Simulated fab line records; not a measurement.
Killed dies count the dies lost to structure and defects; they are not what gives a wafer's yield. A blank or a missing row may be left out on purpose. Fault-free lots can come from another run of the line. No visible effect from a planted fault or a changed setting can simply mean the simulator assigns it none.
The tool behind it: which one? || flow sky130 || 11 lots with 33 wafers sampled at 3 steps, on a route of 708 steps

== WHAT THE GAUGES READ, wafer by wafer ==
SKY_LI_CONTACT_RS_MEAS_22: the measuring method here is four-point-probe.
{"lot": "L548", "measured": "day 29 21:12", "on": "film metro-02", "LI_CONTACT_W_RS (ohm/sq)": "0.287 0.289 0.292"}
{"lot": "L550", "measured": "day 30 11:04", "on": "film metro-04", "LI_CONTACT_W_RS (ohm/sq)": "0.295 0.296 0.289"}
{"lot": "L551", "measured": "day 30 23:20", "on": "film metro-02", "LI_CONTACT_W_RS (ohm/sq)": "0.291 0.287 0.290"}
{"lot": "L552", "measured": "day 31 13:19", "on": "film metro-04", "LI_CONTACT_W_RS (ohm/sq)": "0.291 0.286 0.286"}
{"lot": "L559", "measured": "day 33 04:25", "on": "film metro-03", "LI_CONTACT_W_RS (ohm/sq)": "0.388 0.390 0.394"}
{"lot": "L560", "measured": "day 33 08:04", "on": "film metro-04", "LI_CONTACT_W_RS (ohm/sq)": "0.393 0.386 0.389"}
{"lot": "L563", "measured": "day 33 22:51", "on": "film metro-04", "LI_CONTACT_W_RS (ohm/sq)": "0.287 0.282 0.281"}
{"lot": "L564", "measured": "day 34 08:11", "on": "film metro-02", "LI_CONTACT_W_RS (ohm/sq)": "0.282 0.283 0.287"}
{"lot": "L568", "measured": "day 35 10:18", "on": "film metro-02", "LI_CONTACT_W_RS (ohm/sq)": "0.289 0.291 0.286"}
{"lot": "L570", "measured": "day 36 00:50", "on": "film metro-03", "LI_CONTACT_W_RS (ohm/sq)": "0.286 0.285 0.285"}
{"lot": "L571", "measured": "day 36 08:32", "on": "film metro-04", "LI_CONTACT_W_RS (ohm/sq)": "0.286 0.289 0.286"}

== WHAT TOOL EACH LOT RAN ON (gives the tool, then ch and the chambers of the sampled wafers, and finally the start) ==
{"lot": "L548", "SKY_SD_N_RTA_14": "rtp anneal-02 ch 0, day 28 15:35", "SKY_LI_CONTACT_CVD_21": "cvd w-02 ch 1, day 29 21:04"}
{"lot": "L550", "SKY_SD_N_RTA_14": "rtp anneal-01 ch 0, day 29 04:58", "SKY_LI_CONTACT_CVD_21": "cvd w-02 ch 0,1, day 30 10:56"}
{"lot": "L551", "SKY_SD_N_RTA_14": "rtp anneal-02 ch 0, day 29 17:16", "SKY_LI_CONTACT_CVD_21": "cvd w-02 ch 0,1, day 30 23:13"}
{"lot": "L552", "SKY_SD_N_RTA_14": "rtp anneal-02 ch 0, day 30 07:29", "SKY_LI_CONTACT_CVD_21": "cvd w-01 ch 0,1, day 31 13:12"}
{"lot": "L559", "SKY_SD_N_RTA_14": "rtp anneal-02 ch 0, day 31 23:29", "SKY_LI_CONTACT_CVD_21": "cvd w-02 ch 0,1, day 33 04:17"}
{"lot": "L560", "SKY_SD_N_RTA_14": "rtp anneal-01 ch 0, day 32 03:29", "SKY_LI_CONTACT_CVD_21": "cvd w-02 ch 0,1, day 33 07:56"}
{"lot": "L563", "SKY_SD_N_RTA_14": "rtp anneal-02 ch 0, day 32 18:49", "SKY_LI_CONTACT_CVD_21": "cvd w-01 ch 0,1, day 33 22:43"}
{"lot": "L564", "SKY_SD_N_RTA_14": "rtp anneal-01 ch 0, day 33 03:46", "SKY_LI_CONTACT_CVD_21": "cvd w-01 ch 0,1, day 34 08:03"}
{"lot": "L568", "SKY_SD_N_RTA_14": "rtp anneal-01 ch 0, day 34 05:56", "SKY_LI_CONTACT_CVD_21": "cvd w-01 ch 0,1, day 35 10:09"}
{"lot": "L570", "SKY_SD_N_RTA_14": "rtp anneal-01 ch 0, day 34 21:26", "SKY_LI_CONTACT_CVD_21": "cvd w-01 ch 0,1, day 36 00:43"}
{"lot": "L571", "SKY_SD_N_RTA_14": "rtp anneal-02 ch 0, day 35 04:33", "SKY_LI_CONTACT_CVD_21": "cvd w-02 ch 0,1, day 36 08:25"}
- SKY_SD_N_RTA_14: time 2 s.
- SKY_LI_CONTACT_CVD_21: deposits W, target thk 400 nm, time 120.56 s.

== THE ANSWER, worked out from the rows above alone ==
Rule: usual is defined by the lots themselves. Put in order of their means at a reading, lots are off if they are a third of the lots or fewer, leave a main group of 4 or more, and stand apart from it by a gap of 3 or more times the standard deviation of the main group's means; of several such gaps the widest counts. The tables above print the reading to a certain number of digits; a main group whose means all agree to those digits is not used. Also off: a lot with no number at a reading for which 4 or more lots have one. Any other lot the step has rows for is counted as sound.
Off: at SKY_LI_CONTACT_RS_MEAS_22 (LI_CONTACT_W_RS), L559, L560. For the main group the mean is 0.288 ohm/sq and the standard deviation 0.0029.
A tool fits if, at a process step before that reading, it ran every lot that is off, and no sound lot after the first of them. Those tools and the gauges at SKY_LI_CONTACT_RS_MEAS_22 are tried in the same way. Not one of the candidates tried fits.

== WHAT THE SIMULATOR HAD INSERTED ==
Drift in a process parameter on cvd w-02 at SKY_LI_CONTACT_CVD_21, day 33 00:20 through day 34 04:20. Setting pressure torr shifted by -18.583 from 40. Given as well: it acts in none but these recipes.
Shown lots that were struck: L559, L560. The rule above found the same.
